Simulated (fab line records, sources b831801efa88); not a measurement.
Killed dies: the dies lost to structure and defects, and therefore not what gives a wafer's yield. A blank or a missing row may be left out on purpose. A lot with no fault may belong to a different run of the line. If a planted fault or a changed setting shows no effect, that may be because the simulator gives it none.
Chamber matching || flow gf180mcu || cmp-02 running GF_V4_CMP_04: 4 sister chambers
The step polishes SiO2. 4 wafers are shown with their chamber, then 8 later ones without.

## WAFERS PAIRED WITH THEIR CHAMBERS
{"wafer": "L460.1", "chamber": 1, "motor current A (A)": 12.7}
{"wafer": "L464.2", "chamber": 2, "motor current A (A)": 11.2}
{"wafer": "L464.6", "chamber": 3, "motor current A (A)": 12.5}
{"wafer": "L470.1", "chamber": 0, "motor current A (A)": 13.0}

## WAFERS MISSING THEIR CHAMBER
{"wafer": "L470.2", "motor current A (A)": 12.5}
{"wafer": "L470.3", "motor current A (A)": 13.8}
{"wafer": "L476.2", "motor current A (A)": 13.4}
{"wafer": "L476.4", "motor current A (A)": 13.7}
{"wafer": "L476.5", "motor current A (A)": 12.9}
{"wafer": "L477.1", "motor current A (A)": 12.3}
{"wafer": "L477.3", "motor current A (A)": 13.5}
{"wafer": "L477.5", "motor current A (A)": 13.4}

## THE CHAMBER EACH PASSED THROUGH
{"wafer": "L470.2", "from the rows above": "can't be placed: 3 or 1 or 0", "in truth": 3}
{"wafer": "L470.3", "from the rows above": "can't be placed: 0 or 1 or 3", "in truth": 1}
{"wafer": "L476.2", "from the rows above": "can't be placed: 0 or 1 or 3", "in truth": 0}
{"wafer": "L476.4", "from the rows above": "can't be placed: 0 or 1 or 3", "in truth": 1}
{"wafer": "L476.5", "from the rows above": "can't be placed: 0 or 1 or 3", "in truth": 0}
{"wafer": "L477.1", "from the rows above": "can't be placed: 3 or 1 or 0 or 2", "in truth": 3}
{"wafer": "L477.3", "from the rows above": "can't be placed: 0 or 1 or 3", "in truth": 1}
{"wafer": "L477.5", "from the rows above": "can't be placed: 0 or 1 or 3", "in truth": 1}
Placed correctly: 0 of 8. Cannot be placed on the basis of these rows: 8; the candidates contain the true chamber in 8. 0 placed wrongly.
How it was worked out, from the rows above alone: a wafer's distance from a chamber is the root of the sum, over the readings, of the square of ((its reading less the chamber's mean) divided by the reading's scatter). If the next closest chamber is less than 2 further off than the closest, the wafer can't be placed; otherwise it belongs to the closest. Each chamber's mean is taken over the wafers shown for it. The scatter (one wafer shown for each chamber): square how far every hidden wafer sits from the nearest shown wafer, average those squares and take the square root.
